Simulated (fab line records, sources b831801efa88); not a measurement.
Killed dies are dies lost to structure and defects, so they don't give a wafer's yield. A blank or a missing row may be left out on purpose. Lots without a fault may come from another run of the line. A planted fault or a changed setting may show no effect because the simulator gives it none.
One fault seen from 2 desks | flow sky130 | each desk has only its own numbers; what lay behind them comes last

THE TOOL OWNER'S DESK: cmp-01
The tool's own readings at SKY_FIELD_ISO_CMP_27 (polishes, stops on Si3N4, t overpolish 16 s, target thk 457.8 nm): means of the sampled wafers that have a number, for each lot that ran on this tool. A lot is out of limits, marked OUT, if its mean lies more than 4 standard deviations from the usual mean; the brackets give that distance.
Columns: A = motor_current_A at SKY_FIELD_ISO_CMP_27, usual 12.1 A; B = overpolish_run_s at SKY_FIELD_ISO_CMP_27, usual 16.001 s; C = time_to_endpoint_s at SKY_FIELD_ISO_CMP_27, usual 111 s
lot  | first seen here | A    | B      | C
L706 | day 3 05:37     | 11.0 | 16.004 | 119
L710 | day 3 22:57     | 11.5 | 16.004 | 112
L712 | day 4 11:20     | 11.0 | 15.997 | 112
L721 | day 6 06:24     | 11.6 | 16.007 | 91
This desk's finding: nothing out of limits on any of the 4 lots.

THE METROLOGY DESK
What the gauges read, lot by lot, whatever tool the lot ran on: means of the sampled wafers that have a number. A lot is out of limits, marked OUT, if its mean lies more than 4 standard deviations from the usual mean; the brackets give that distance.
Columns: A = FIELD_ISO_CVD_03_THK at SKY_FIELD_ISO_THK_MEAS_04, usual 165.6 nm
lot  | first seen here | A
L704 | day 1 18:29     | 166.6
L706 | day 2 07:56     | 164.1
L709 | day 2 21:15     | 166.1
L710 | day 3 03:26     | 164.0
L712 | day 3 13:02     | 164.8
L715 | day 4 01:35     | 166.9
L716 | day 4 07:52     | 165.4
L719 | day 4 22:30     | 165.6
L721 | day 5 08:56     | 165.9
L724 | day 5 22:35     | 167.0
L725 | day 6 04:20     | 165.5
L726 | day 6 08:29     | 164.5
This desk's finding: nothing out of limits on any of the 12 lots.

PUT TOGETHER
The tool owner's desk saw nothing out of limits.
The metrology desk saw nothing out of limits.

WHAT THE SIMULATOR HAD PUT IN
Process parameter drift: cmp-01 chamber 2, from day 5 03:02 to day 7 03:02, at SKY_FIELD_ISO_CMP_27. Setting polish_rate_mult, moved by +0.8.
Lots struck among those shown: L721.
